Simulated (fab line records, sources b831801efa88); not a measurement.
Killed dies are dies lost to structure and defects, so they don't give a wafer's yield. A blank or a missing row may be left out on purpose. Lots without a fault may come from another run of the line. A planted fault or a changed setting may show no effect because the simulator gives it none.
One fault seen from 2 desks | flow sky130 | each desk has only its own numbers; what lay behind them comes last

THE METROLOGY DESK
What the gauges read, lot by lot, whatever tool the lot ran on: means of the sampled wafers that have a number. A lot is out of limits, marked OUT, if its mean lies more than 4 standard deviations from the usual mean; the brackets give that distance.
Columns: A = cd_nm at SKY_METAL4_CD_MEAS_13, usual 299.9 nm
lot  | first seen here | A
L191 | day 40 02:26    | 299.5
L197 | day 41 23:25    | 300.0
L199 | day 42 00:41    | 300.0
L200 | day 42 08:29    | 299.4
L201 | day 42 16:07    | 299.8
L202 | day 43 01:25    | 298.9
L204 | day 43 09:31    | 299.1
L206 | day 44 02:19    | 298.5
L209 | day 49 14:32    | 299.0
L207 | day 49 16:35    | 302.4
L210 | day 49 20:31    | 301.5
L212 | day 49 21:13    | 300.0
This desk's finding: nothing out of limits on any of the 12 lots.

THE TOOL OWNER'S DESK: litho_track-02
The tool's own readings at SKY_METAL4_DEVELOP_12 (develop time 60 s): means of the sampled wafers that have a number, for each lot that ran on this tool. A lot is out of limits, marked OUT, if its mean lies more than 4 standard deviations from the usual mean; the brackets give that distance.
Columns: A = developer_temp_C at SKY_METAL4_DEVELOP_12, usual 20.99 C
lot  | first seen here | A
L191 | day 40 02:00    | 21.03
L197 | day 41 23:00    | 21.60 (+5.1) OUT
L199 | day 42 00:00    | 21.66 (+5.6) OUT
L200 | day 42 08:00    | 21.65 (+5.5) OUT
This desk's finding: out of limits on L197, L199, L200; first on L197, day 41 23:00 (developer_temp_C at SKY_METAL4_DEVELOP_12). In limits: L191.

PUT TOGETHER
The tool owner's desk could have raised an alarm at day 41 23:00, on L197, L199, L200.
The metrology desk saw nothing out of limits.
The metrology desk has L197, L199, L200 on record, within its limits.
Of the lots named, all ran SKY_METAL4_DEVELOP_12 on litho_track-02.

WHAT THE SIMULATOR HAD PUT IN
Process parameter drift: litho_track-02, from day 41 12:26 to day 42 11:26, at SKY_METAL4_DEVELOP_12. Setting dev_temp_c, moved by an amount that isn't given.
Lots struck among those shown: L197, L199, L200.
Hours from the fault's start to each desk's first reading out of limits: the tool owner's desk, 11.
